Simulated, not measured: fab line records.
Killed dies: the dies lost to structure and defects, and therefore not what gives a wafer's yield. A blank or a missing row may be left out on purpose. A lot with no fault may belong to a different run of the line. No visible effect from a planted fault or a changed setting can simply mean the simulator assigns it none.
fab line records	flow gf180mcu
[record] lots = 5	wafers = 15	last_day = 33
route steps=602 shown STI@31 DNWELL@32 NWELL@42 LVPWELL@54
lots untouched by any fault: they come from a run of this same line in which no faults occurred
start_h: hours from the record's opening day to when the first of the lot's shown wafers began	wait_h: hours elapsed since this lot's preceding step	" identical to the entry in the row above	L1.1+2: a row that stands for several wafers	- no value, or no start given	* or withheld: withheld	< > ~ a bound
route shown NAME@n: NAME is a module with steps in the file, n the number in the route of the first one	usual: the fault-free wafers' mean and standard deviation	same: alike in all rows	chamber/n: place in a boat	sites: readings site by site	_std_site: the standard deviation of these	_edge_site: mean of outer sites minus mean of inner sites	radius_mm: how far each site lies from the wafer's centre	mask NAME#n: copy n	behind: the tool/chamber that last shaped the wafer	hold: reason for holding the lot/hours on hold/outcome of the hold	device: the transistor (n, p or np) that didn't switch	end of line: at the end of the route, the tests of the same wafers	a step without rows: its recipe alone	killed: not the wafer's yield, but the dies lost to structure and defects at the first sort	map: a wafer's dies, x killed, . not, _ none there
set.NAME: the setting that was run; set.NAME@STEP: the one run at that earlier step	model.NAME: the simulator's own value behind a step, which no gauge read
certain route steps with their lots: each step a table, each wafer a row
services: a tool's chamber out of use, with start hour (start_h, from the record's first day; less than 0 if before it), hours out, and reason
[[steps]]
[step GF_STI_THK_MEAS_30]
[recipe] reads = SiO2_of_STI_OXIDATION_29
[usual] STI_OXIDATION_02_THK = 9.95/0.17
lot.wafer	tool	chamber	start_h	wait_h	STI_OXIDATION_02_THK[nm]
L079.2	film_metro-01	-	56.05	0.0	9.88
L079.5	"	-	"	"	9.95
L079.6	"	-	"	"	10.01
L080.2	film_metro-03	-	60.92	0.0	10.11
L080.5	"	-	"	"	10.13
L080.6	"	-	"	"	10.06
L086.2	film_metro-03	-	91.84	0.0	9.59
L086.4	"	-	"	"	9.39
L086.5	"	-	"	"	9.48
L092.2	film_metro-01	-	122.87	0.0	9.92
L092.4	"	-	"	"	9.99
L092.6	"	-	"	"	9.83
L093.1	film_metro-01	-	128.19	0.0	9.85
L093.2	"	-	"	"	10.00
L093.5	"	-	"	"	9.79
[step GF_DNWELL_DEHYDRATE_00]
[recipe] temp_c = 200	time_s = 60
[usual] chill_plate_temp_C = 23.00/0.099	plate_temp_C = 199.97/0.16
lot.wafer	tool	chamber	start_h	wait_h	chill_plate_temp_C	plate_temp_C
L079.2	litho_track-02	0	61.91	5.9	22.89	199.99
L079.5	"	0	"	"	22.90	199.71
L079.6	"	0	"	"	22.87	200.06
L080.2	litho_track-04	0	67.34	6.4	23.22	199.98
L080.5	"	0	"	"	23.21	199.85
L080.6	"	0	"	"	23.08	199.98
L086.2	litho_track-01	0	98.66	6.8	22.97	200.09
L086.4	"	0	"	"	23.02	199.84
L086.5	"	0	"	"	22.93	200.08
L092.2	litho_track-04	0	130.19	7.3	23.24	200.21
L092.4	"	0	"	"	23.05	200.16
L092.6	"	0	"	"	23.09	199.98
L093.1	litho_track-02	0	135.39	7.2	23.04	199.91
L093.2	"	0	"	"	23.03	199.82
L093.5	"	0	"	"	22.98	199.99
[step GF_DNWELL_HMDS_01]
[recipe] prime_time_s = 60	prime_temp_c = 120
[usual] chill_plate_temp_C = 22.99/0.12
lot.wafer	tool	chamber	start_h	wait_h	chill_plate_temp_C
L079.2	litho_track-02	0	62.06	0.1	22.87
L079.5	"	0	"	"	22.96
L079.6	"	0	"	"	23.05
L080.2	litho_track-04	0	67.49	0.1	22.95
L080.5	"	0	"	"	23.01
L080.6	"	0	"	"	23.00
L086.2	litho_track-01	0	98.81	0.1	22.93
L086.4	"	0	"	"	22.69
L086.5	"	0	"	"	22.77
L092.2	litho_track-04	0	130.34	0.1	22.98
L092.4	"	0	"	"	22.94
L092.6	"	0	"	"	22.89
L093.1	litho_track-02	0	135.54	0.1	23.09
L093.2	"	0	"	"	23.02
L093.5	"	0	"	"	22.97
[step GF_DNWELL_COAT_02]
[recipe] spin_rpm = 2000	resist_thk_nm = 3000
[usual] chill_plate_temp_C = 22.99/0.093
lot.wafer	tool	chamber	start_h	wait_h	chill_plate_temp_C
L079.2	litho_track-02	0	62.21	0.1	23.10
L079.5	"	0	"	"	23.05
L079.6	"	0	"	"	23.13
L080.2	litho_track-04	0	67.64	0.1	23.03
L080.5	"	0	"	"	22.92
L080.6	"	0	"	"	22.90
L086.2	litho_track-01	0	98.96	0.1	22.83
L086.4	"	0	"	"	22.99
L086.5	"	0	"	"	22.96
L092.2	litho_track-04	0	130.49	0.1	22.93
L092.4	"	0	"	"	22.92
L092.6	"	0	"	"	22.87
L093.1	litho_track-02	0	135.69	0.1	23.11
L093.2	"	0	"	"	23.08
L093.5	"	0	"	"	23.04
[step GF_DNWELL_SOFTBAKE_03]
[recipe] temp_c = 110	time_s = withheld
[usual] chill_plate_temp_C = 23.02/0.11	plate_temp_C = 110.03/0.15
lot.wafer	tool	chamber	start_h	wait_h	chill_plate_temp_C	plate_temp_C
L079.2	litho_track-02	0	62.37	0.1	22.98	109.93
L079.5	"	0	"	"	22.98	109.87
L079.6	"	0	"	"	23.01	110.06
L080.2	litho_track-04	0	67.80	0.1	23.05	110.27
L080.5	"	0	"	"	23.20	109.91
L080.6	"	0	"	"	23.09	109.83
L086.2	litho_track-01	0	99.12	0.1	22.82	109.97
L086.4	"	0	"	"	22.75	110.00
L086.5	"	0	"	"	22.84	109.94
L092.2	litho_track-04	0	130.65	0.1	23.16	109.94
L092.4	"	0	"	"	23.12	110.01
L092.6	"	0	"	"	23.11	109.89
L093.1	litho_track-02	0	135.84	0.1	22.99	110.13
L093.2	"	0	"	"	23.10	109.89
L093.5	"	0	"	"	23.09	110.14
[step GF_DNWELL_EXPOSE_04]
[recipe] mask_id = DNWELL	target_cd_nm = 1700	na = 0.6	source_shape = conventional	sigma_outer = 0.6	dose_mj = 260
[usual] focus_offset_nm = 0.0/0.6
[same] na = 0.6	sigma_outer = 0.6
lot.wafer	tool	chamber	start_h	wait_h	mask	focus_offset_nm
L079.2	iline_stepper-02	0	-	-	DNWELL#0	-1.2
L079.5	"	0	"	"	DNWELL#0	-0.3
L079.6	"	0	"	"	DNWELL#0	-1.0
L080.2	iline_stepper-01	0	-	-	DNWELL#0	0.6
L080.5	"	0	"	"	DNWELL#0	0.4
L080.6	"	0	"	"	DNWELL#0	-0.2
L086.2	iline_stepper-01	0	-	-	DNWELL#0	0.3
L086.4	"	0	"	"	DNWELL#0	-0.3
L086.5	"	0	"	"	DNWELL#0	-0.2
L092.2	iline_stepper-02	0	-	-	DNWELL#0	0.3
L092.4	"	0	"	"	DNWELL#0	0.1
L092.6	"	0	"	"	DNWELL#0	0.0
L093.1	iline_stepper-02	0	-	-	DNWELL#0	-0.8
L093.2	"	0	"	"	DNWELL#0	-0.4
L093.5	"	0	"	"	DNWELL#0	-1.0
[step GF_DNWELL_PEB_05]
[recipe] temp_c = 115	time_s = withheld
[usual] chill_plate_temp_C = 23.00/0.1	plate_temp_C = 115.02/0.14
lot.wafer	tool	chamber	start_h	wait_h	chill_plate_temp_C	plate_temp_C
L079.2	litho_track-04	0	-	-	22.95	115.12
L079.5	"	0	"	"	22.98	114.83
L079.6	"	0	"	"	23.00	115.00
L080.2	litho_track-02	0	-	-	23.09	114.77
L080.5	"	0	"	"	22.95	114.82
L080.6	"	0	"	"	22.99	114.78
L086.2	litho_track-04	0	-	-	22.85	114.94
L086.4	"	0	"	"	22.97	115.11
L086.5	"	0	"	"	22.76	115.22
L092.2	litho_track-01	0	-	-	23.16	115.05
L092.4	"	0	"	"	23.11	115.04
L092.6	"	0	"	"	23.15	115.15
L093.1	litho_track-02	0	-	-	22.95	115.24
L093.2	"	0	"	"	22.94	115.15
L093.5	"	0	"	"	22.88	115.02
[step GF_DNWELL_DEVELOP_06]
[recipe] wall_angle_deg = 90	develop_time_s = 60	dev_temp_c = 23
[usual] chill_plate_temp_C = 22.98/0.097
lot.wafer	tool	chamber	start_h	wait_h	chill_plate_temp_C
L079.2	litho_track-04	0	-	-	23.04
L079.5	"	0	"	"	22.91
L079.6	"	0	"	"	23.10
L080.2	litho_track-02	0	-	-	22.97
L080.5	"	0	"	"	22.93
L080.6	"	0	"	"	22.89
L086.2	litho_track-04	0	-	-	23.01
L086.4	"	0	"	"	23.08
L086.5	"	0	"	"	23.00
L092.2	litho_track-01	0	-	-	23.01
L092.4	"	0	"	"	22.91
L092.6	"	0	"	"	22.96
L093.1	litho_track-02	0	-	-	22.95
L093.2	"	0	"	"	22.88
L093.5	"	0	"	"	23.04
[step GF_DNWELL_IMPLANT_07]
[recipe] species = P	energy_kev = 1500	dose_cm2 = 1e+13	tilt_deg = 0
lot.wafer	tool	chamber	start_h	wait_h
L079.2+5+6	implanter-01	0	69.09	-
L080.2+5+6	implanter-01	0	74.01	-
L086.2+4+5	implanter-01	0	106.59	-
L092.2+4+6	implanter-02	0	138.16	-
L093.1+2+5	implanter-04	0	143.94	-
[step GF_DNWELL_STRIP_08]
[recipe] chemistry = O2/N2	power_w = 1400	pressure_mtorr = 1500	platen_temp_c = 250	o2_flow_sccm = 3000	n2_flow_sccm = 300	overash_fraction = 0.5
[usual] drypump_motor_current_A = 5.7/0.36	heater_power_w = 354/33	oes_product_au = 0.723/0.0049	strip_time_to_endpoint_s = 36.97/0.096
[same] overash_fraction = 0.5
lot.wafer	tool	chamber	start_h	wait_h	drypump_motor_current_A	heater_power_w	oes_product_au	rf_hours_counter_h	strip_time_to_endpoint_s
L079.2	plasma_asher-02	1	69.21	0.1	5.3	362	0.716	28	37.00
L079.5	"	1	"	"	5.2	367	0.724	-	37.05
L079.6	"	0	"	"	6.0	362	0.724	-	36.99
L080.2	plasma_asher-02	1	74.14	0.1	5.2	351	0.727	28	36.95
L080.5	"	0	"	"	6.0	356	0.723	-	36.97
L080.6	"	1	"	"	5.2	363	0.718	-	37.12
L086.2	plasma_asher-02	1	106.71	0.1	5.2	368	0.715	32	37.01
L086.4	"	0	"	"	6.0	364	0.723	-	36.99
L086.5	"	0	"	"	6.0	350	0.730	-	37.04
L092.2	plasma_asher-01	1	138.28	0.1	6.4	284	0.727	48	37.02
L092.4	"	0	"	"	5.8	326	0.725	-	37.01
L092.6	"	1	"	"	6.4	279	0.716	-	37.14
L093.1	plasma_asher-02	0	144.09	0.1	6.0	362	0.721	36	36.83
L093.2	"	1	"	"	5.2	369	0.725	36	36.71
L093.5	"	0	"	"	6.0	363	0.719	-	36.82
[step GF_DNWELL_TW_MEAS_09]
[usual] DNWELL_TW = 1350/13
lot.wafer	tool	chamber	start_h	wait_h	DNWELL_TW
L079.2	film_metro-02	-	69.32	0.1	1370
L079.5	"	-	"	"	1367
L079.6	"	-	"	"	1360
L080.2	film_metro-02	-	74.25	0.1	1348
L080.5	"	-	"	"	1357
L080.6	"	-	"	"	1353
L086.2	film_metro-04	-	106.82	0.1	1330
L086.4	"	-	"	"	1333
L086.5	"	-	"	"	1334
L092.2	film_metro-01	-	138.39	0.1	1364
L092.4	"	-	"	"	1360
L092.6	"	-	"	"	1362
L093.1	film_metro-01	-	144.19	0.1	1360
L093.2	"	-	"	"	1362
L093.5	"	-	"	"	1363
[step GF_NWELL_DEHYDRATE_00]
[recipe] temp_c = 200	time_s = 60
[usual] chill_plate_temp_C = 23.00/0.11	plate_temp_C = 200.00/0.16
lot.wafer	tool	chamber	start_h	wait_h	chill_plate_temp_C	plate_temp_C
L079.2	litho_track-04	0	75.49	6.2	23.12	200.20
L079.5	"	0	"	"	23.03	200.25
L079.6	"	0	"	"	22.92	200.22
L080.2	litho_track-02	0	80.96	6.7	23.01	199.84
L080.5	"	0	"	"	23.17	199.73
L080.6	"	0	"	"	22.93	200.00
L086.2	litho_track-04	0	113.54	6.7	23.26	200.01
L086.4	"	0	"	"	23.22	199.93
L086.5	"	0	"	"	23.03	200.01
L092.2	litho_track-04	0	145.89	7.5	22.76	200.09
L092.4	"	0	"	"	22.98	200.17
L092.6	"	0	"	"	22.86	200.07
L093.1	litho_track-03	0	151.10	6.9	22.83	199.77
L093.2	"	0	"	"	22.87	200.03
L093.5	"	0	"	"	22.83	199.89
[step GF_NWELL_HMDS_01]
[recipe] prime_time_s = 60	prime_temp_c = 120
[usual] chill_plate_temp_C = 22.96/0.099
lot.wafer	tool	chamber	start_h	wait_h	chill_plate_temp_C
L079.2	litho_track-04	0	75.64	0.1	22.92
L079.5	"	0	"	"	22.98
L079.6	"	0	"	"	22.90
L080.2	litho_track-02	0	81.11	0.1	23.04
L080.5	"	0	"	"	23.01
L080.6	"	0	"	"	22.89
L086.2	litho_track-04	0	113.69	0.1	23.09
L086.4	"	0	"	"	23.09
L086.5	"	0	"	"	23.05
L092.2	litho_track-04	0	146.04	0.1	23.02
L092.4	"	0	"	"	23.07
L092.6	"	0	"	"	23.03
L093.1	litho_track-03	0	151.25	0.1	23.06
L093.2	"	0	"	"	23.05
L093.5	"	0	"	"	22.90
[step GF_NWELL_COAT_02]
[recipe] spin_rpm = 2000	resist_thk_nm = 3000
[usual] chill_plate_temp_C = 22.98/0.11
lot.wafer	tool	chamber	start_h	wait_h	chill_plate_temp_C
L079.2	litho_track-04	0	75.79	0.1	22.98
L079.5	"	0	"	"	23.08
L079.6	"	0	"	"	23.08
L080.2	litho_track-02	0	81.26	0.1	22.98
L080.5	"	0	"	"	23.04
L080.6	"	0	"	"	23.21
L086.2	litho_track-04	0	113.84	0.1	23.13
L086.4	"	0	"	"	23.15
L086.5	"	0	"	"	23.19
L092.2	litho_track-04	0	146.19	0.1	23.03
L092.4	"	0	"	"	22.87
L092.6	"	0	"	"	23.04
L093.1	litho_track-03	0	151.40	0.1	22.99
L093.2	"	0	"	"	23.04
L093.5	"	0	"	"	22.98
[step GF_NWELL_SOFTBAKE_03]
[recipe] temp_c = 110	time_s = withheld
[usual] chill_plate_temp_C = 23.01/0.12	plate_temp_C = 110.00/0.12
lot.wafer	tool	chamber	start_h	wait_h	chill_plate_temp_C	plate_temp_C
L079.2	litho_track-04	0	75.95	0.1	23.21	110.01
L079.5	"	0	"	"	23.20	110.02
L079.6	"	0	"	"	22.95	110.12
L080.2	litho_track-02	0	81.42	0.1	22.93	110.25
L080.5	"	0	"	"	23.10	110.03
L080.6	"	0	"	"	22.96	110.09
L086.2	litho_track-04	0	114.00	0.1	22.96	110.07
L086.4	"	0	"	"	22.90	110.00
L086.5	"	0	"	"	23.10	110.27
L092.2	litho_track-04	0	146.35	0.1	22.91	109.93
L092.4	"	0	"	"	22.81	110.05
L092.6	"	0	"	"	22.81	109.96
L093.1	litho_track-03	0	151.55	0.1	23.12	109.96
L093.2	"	0	"	"	23.12	109.85
L093.5	"	0	"	"	23.08	110.04
[step GF_NWELL_EXPOSE_04]
[recipe] mask_id = Nwell	target_cd_nm = 860	na = 0.6	source_shape = conventional	sigma_outer = 0.6	dose_mj = 260
[usual] focus_offset_nm = -0.1/0.49
[same] na = 0.6	sigma_outer = 0.6
lot.wafer	tool	chamber	start_h	wait_h	mask	focus_offset_nm
L079.2	iline_stepper-01	0	-	-	Nwell#0	0.4
L079.5	"	0	"	"	Nwell#0	0.0
L079.6	"	0	"	"	Nwell#0	0.3
L080.2	iline_stepper-01	0	-	-	Nwell#0	1.2
L080.5	"	0	"	"	Nwell#0	0.4
L080.6	"	0	"	"	Nwell#0	0.3
L086.2	iline_stepper-01	0	-	-	Nwell#0	-0.7
L086.4	"	0	"	"	Nwell#0	-0.5
L086.5	"	0	"	"	Nwell#0	-0.8
L092.2	iline_stepper-01	0	-	-	Nwell#0	-0.2
L092.4	"	0	"	"	Nwell#0	0.0
L092.6	"	0	"	"	Nwell#0	0.2
L093.1	iline_stepper-01	0	-	-	Nwell#0	-0.1
L093.2	"	0	"	"	Nwell#0	0.0
L093.5	"	0	"	"	Nwell#0	-0.7
[step GF_NWELL_PEB_05]
[recipe] temp_c = 115	time_s = withheld
[usual] chill_plate_temp_C = 23.00/0.11	plate_temp_C = 114.97/0.14
lot.wafer	tool	chamber	start_h	wait_h	chill_plate_temp_C	plate_temp_C
L079.2	litho_track-04	0	-	-	23.21	115.14
L079.5	"	0	"	"	23.02	115.09
L079.6	"	0	"	"	23.12	115.07
L080.2	litho_track-04	0	-	-	22.95	115.18
L080.5	"	0	"	"	23.04	115.07
L080.6	"	0	"	"	22.93	115.15
L086.2	litho_track-04	0	-	-	23.12	114.96
L086.4	"	0	"	"	22.94	114.86
L086.5	"	0	"	"	22.96	114.80
L092.2	litho_track-03	0	-	-	23.05	114.95
L092.4	"	0	"	"	22.98	114.81
L092.6	"	0	"	"	23.00	114.59
L093.1	litho_track-03	0	-	-	23.06	115.16
L093.2	"	0	"	"	22.95	114.82
L093.5	"	0	"	"	23.01	115.03
[step GF_NWELL_DEVELOP_06]
[recipe] wall_angle_deg = 90	develop_time_s = 60	dev_temp_c = 23
[usual] chill_plate_temp_C = 23.01/0.11
lot.wafer	tool	chamber	start_h	wait_h	chill_plate_temp_C
L079.2	litho_track-04	0	-	-	22.96
L079.5	"	0	"	"	23.06
L079.6	"	0	"	"	22.63
L080.2	litho_track-04	0	-	-	22.96
L080.5	"	0	"	"	23.01
L080.6	"	0	"	"	23.05
L086.2	litho_track-04	0	-	-	23.05
L086.4	"	0	"	"	22.89
L086.5	"	0	"	"	22.99
L092.2	litho_track-03	0	-	-	22.87
L092.4	"	0	"	"	22.90
L092.6	"	0	"	"	22.97
L093.1	litho_track-03	0	-	-	22.95
L093.2	"	0	"	"	22.75
L093.5	"	0	"	"	22.90
[step GF_NWELL_OVL_MEAS_07]
[usual] NWELL_OVL = 1.4/1.2
lot.wafer	tool	chamber	start_h	wait_h	NWELL_OVL[nm]
L079.2	overlay-01	-	82.92	-	1.5
L079.5	"	-	"	"	1.0
L079.6	"	-	"	"	3.0
L080.2	overlay-02	-	88.17	-	2.4
L080.5	"	-	"	"	1.5
L080.6	"	-	"	"	2.2
L086.2	overlay-01	-	121.32	-	1.8
L086.4	"	-	"	"	-0.6
L086.5	"	-	"	"	1.5
L092.2	overlay-02	-	153.95	-	-1.0
L092.4	"	-	"	"	1.4
L092.6	"	-	"	"	0.3
L093.1	overlay-02	-	159.75	-	-0.2
L093.2	"	-	"	"	1.1
L093.5	"	-	"	"	1.4
[step GF_NWELL_IMPLANT_08]
[recipe] species = P	energy_kev = 450	dose_cm2 = 1.5e+13	tilt_deg = 0
lot.wafer	tool	chamber	start_h	wait_h
L079.2+5+6	implanter-02	0	82.97	0.0
L080.2+5+6	implanter-03	0	88.22	0.0
L086.2+4+5	implanter-03	0	121.37	0.0
L092.2+4+6	implanter-03	0	154.01	0.0
L093.1+2+5	implanter-04	0	159.78	0.0
[step GF_NWELL_IMPLANT_09]
[recipe] species = P	energy_kev = 160	dose_cm2 = 4e+12	tilt_deg = 0
lot.wafer	tool	chamber	start_h	wait_h
L079.2+5+6	implanter-02	0	83.12	0.1
L080.2+5+6	implanter-03	0	88.37	0.1
L086.2+4+5	implanter-03	0	121.52	0.1
L092.2+4+6	implanter-03	0	154.16	0.1
L093.1+2+5	implanter-04	0	159.93	0.1
[step GF_NWELL_STRIP_10]
[recipe] chemistry = O2/N2	power_w = 1400	pressure_mtorr = 1500	platen_temp_c = 250	o2_flow_sccm = 3000	n2_flow_sccm = 300	overash_fraction = 0.5
[usual] drypump_motor_current_A = 5.60/0.24	heater_power_w = 336/48	oes_product_au = 0.722/0.0045	strip_time_to_endpoint_s = 36.96/0.091
[same] overash_fraction = 0.5
lot.wafer	tool	chamber	start_h	wait_h	drypump_motor_current_A	heater_power_w	oes_product_au	rf_hours_counter_h	strip_time_to_endpoint_s
L079.2	plasma_asher-04	1	83.25	0.1	5.41	268	0.729	42	36.94
L079.5	"	0	"	"	5.85	329	0.714	-	36.98
L079.6	"	1	"	"	5.38	260	0.723	-	36.95
L080.2	plasma_asher-03	0	88.50	0.1	5.61	342	0.721	45	36.94
L080.5	"	1	"	"	5.47	405	0.721	-	36.93
L080.6	"	0	"	"	5.68	347	0.722	-	36.96
L086.2	plasma_asher-04	1	121.65	0.1	5.40	263	0.720	0	37.01
L086.4	"	1	"	"	5.41	267	0.726	-	37.00
L086.5	"	0	"	"	5.85	315	0.719	-	37.10
L092.2	plasma_asher-03	1	154.28	0.1	5.49	410	0.718	52	36.92
L092.4	"	1	"	"	5.51	417	0.724	-	37.01
L092.6	"	1	"	"	5.49	412	0.718	-	37.00
L093.1	plasma_asher-04	0	160.08	0.1	5.85	318	0.729	4	36.76
L093.2	"	1	"	"	5.40	267	0.719	4	36.84
L093.5	"	0	"	"	5.84	323	0.727	-	36.79
[step GF_NWELL_TW_MEAS_11]
[usual] NWELL_TW = 1563/9.5
lot.wafer	tool	chamber	start_h	wait_h	NWELL_TW
L079.2	film_metro-02	-	83.36	0.1	1587
L079.5	"	-	"	"	1584
L079.6	"	-	"	"	1581
L080.2	film_metro-03	-	88.61	0.1	1564
L080.5	"	-	"	"	1558
L080.6	"	-	"	"	1574
L086.2	film_metro-04	-	121.76	0.1	1564
L086.4	"	-	"	"	1555
L086.5	"	-	"	"	1557
L092.2	film_metro-03	-	154.39	0.1	1555
L092.4	"	-	"	"	1550
L092.6	"	-	"	"	1549
L093.1	film_metro-04	-	160.18	0.1	1556
L093.2	"	-	"	"	1560
L093.5	"	-	"	"	1559
[step GF_LVPWELL_DEHYDRATE_00]
[recipe] temp_c = 200	time_s = 60
[usual] chill_plate_temp_C = 22.96/0.11	plate_temp_C = 200.03/0.16
lot.wafer	tool	chamber	start_h	wait_h	chill_plate_temp_C	plate_temp_C
L079.2	litho_track-02	0	89.71	6.3	22.92	200.23
L079.5	"	0	"	"	22.85	200.09
L079.6	"	0	"	"	22.81	200.00
L080.2	litho_track-03	0	94.67	6.1	23.09	200.04
L080.5	"	0	"	"	22.96	199.89
L080.6	"	0	"	"	22.86	199.87
L086.2	litho_track-03	0	129.02	7.3	23.07	199.90
L086.4	"	0	"	"	23.06	200.06
L086.5	"	0	"	"	22.86	200.24
L092.2	litho_track-02	0	162.11	7.7	22.98	199.78
L092.4	"	0	"	"	22.77	199.97
L092.6	"	0	"	"	22.93	199.93
L093.1	litho_track-03	0	167.45	7.3	22.99	199.78
L093.2	"	0	"	"	23.00	200.14
L093.5	"	0	"	"	22.93	200.28
[step GF_LVPWELL_HMDS_01]
[recipe] prime_time_s = 60	prime_temp_c = 120
[usual] chill_plate_temp_C = 23.01/0.11
lot.wafer	tool	chamber	start_h	wait_h	chill_plate_temp_C
L079.2	litho_track-02	0	89.86	0.1	23.08
L079.5	"	0	"	"	22.98
L079.6	"	0	"	"	23.18
L080.2	litho_track-03	0	94.82	0.1	22.79
L080.5	"	0	"	"	22.93
L080.6	"	0	"	"	22.88
L086.2	litho_track-03	0	129.17	0.1	22.82
L086.4	"	0	"	"	22.85
L086.5	"	0	"	"	22.78
L092.2	litho_track-02	0	162.26	0.1	23.10
L092.4	"	0	"	"	23.00
L092.6	"	0	"	"	23.07
L093.1	litho_track-03	0	167.60	0.1	23.11
L093.2	"	0	"	"	23.15
L093.5	"	0	"	"	22.96
[step GF_LVPWELL_COAT_02]
[recipe] spin_rpm = 2000	resist_thk_nm = 3000
[usual] chill_plate_temp_C = 23.01/0.11
lot.wafer	tool	chamber	start_h	wait_h	chill_plate_temp_C
L079.2	litho_track-02	0	90.01	0.1	23.19
L079.5	"	0	"	"	23.03
L079.6	"	0	"	"	23.02
L080.2	litho_track-03	0	94.97	0.1	22.97
L080.5	"	0	"	"	23.08
L080.6	"	0	"	"	22.94
L086.2	litho_track-03	0	129.32	0.1	23.05
L086.4	"	0	"	"	23.04
L086.5	"	0	"	"	22.86
L092.2	litho_track-02	0	162.41	0.1	23.00
L092.4	"	0	"	"	22.95
L092.6	"	0	"	"	23.03
L093.1	litho_track-03	0	167.75	0.1	22.88
L093.2	"	0	"	"	22.90
L093.5	"	0	"	"	22.75
[step GF_LVPWELL_SOFTBAKE_03]
[recipe] temp_c = 110	time_s = withheld
[usual] chill_plate_temp_C = 23.00/0.11	plate_temp_C = 110.02/0.14
lot.wafer	tool	chamber	start_h	wait_h	chill_plate_temp_C	plate_temp_C
L079.2	litho_track-02	0	90.17	0.1	23.01	110.09
L079.5	"	0	"	"	22.93	110.26
L079.6	"	0	"	"	23.05	110.20
L080.2	litho_track-03	0	95.13	0.1	23.07	109.89
L080.5	"	0	"	"	23.05	110.14
L080.6	"	0	"	"	23.18	109.93
L086.2	litho_track-03	0	129.48	0.1	22.96	109.90
L086.4	"	0	"	"	22.96	110.00
L086.5	"	0	"	"	23.04	109.99
L092.2	litho_track-02	0	162.57	0.1	23.08	110.31
L092.4	"	0	"	"	22.93	110.38
L092.6	"	0	"	"	22.94	110.17
L093.1	litho_track-03	0	167.90	0.1	22.99	110.05
L093.2	"	0	"	"	22.90	110.06
L093.5	"	0	"	"	22.93	109.91
[step GF_LVPWELL_EXPOSE_04]
[recipe] mask_id = LVPWELL	target_cd_nm = 600	na = 0.6	source_shape = conventional	sigma_outer = 0.6	dose_mj = 260
[usual] focus_offset_nm = 0.0/0.55
[same] na = 0.6	sigma_outer = 0.6
lot.wafer	tool	chamber	start_h	wait_h	mask	focus_offset_nm
L079.2	iline_stepper-01	0	-	-	LVPWELL#0	0.0
L079.5	"	0	"	"	LVPWELL#0	0.6
L079.6	"	0	"	"	LVPWELL#0	-0.2
L080.2	iline_stepper-02	0	-	-	LVPWELL#0	-0.4
L080.5	"	0	"	"	LVPWELL#0	0.1
L080.6	"	0	"	"	LVPWELL#0	-1.1
L086.2	iline_stepper-01	0	-	-	LVPWELL#0	-0.5
L086.4	"	0	"	"	LVPWELL#0	0.7
L086.5	"	0	"	"	LVPWELL#0	-1.0
L092.2	iline_stepper-02	0	-	-	LVPWELL#0	1.0
L092.4	"	0	"	"	LVPWELL#0	0.6
L092.6	"	0	"	"	LVPWELL#0	0.2
L093.1	iline_stepper-01	0	-	-	LVPWELL#0	-0.1
L093.2	"	0	"	"	LVPWELL#0	0.5
L093.5	"	0	"	"	LVPWELL#0	-0.5
[[services]]
tool	chamber	start_h	hours	kind
iline_stepper-01	-	40.00	1.7	pm
implanter-03	-	47.19	3.5	repair
implanter-03	-	50.81	2.2	pm
plasma_asher-03	-	55.24	0.8	repair
iline_stepper-02	-	59.48	1.7	pm
plasma_asher-02	-	66.85	1.5	repair
implanter-03	-	88.88	1.8	repair
implanter-01	-	100.43	3.3	repair
plasma_asher-04	-	108.75	9.0	pm
plasma_asher-04	0	108.75	9.0	vent_cycle
plasma_asher-04	1	108.75	9.0	vent_cycle
plasma_asher-04	0	117.75	-	clean
plasma_asher-04	1	117.75	-	clean
implanter-03	-	141.22	1.5	repair
[[key]]
fault none
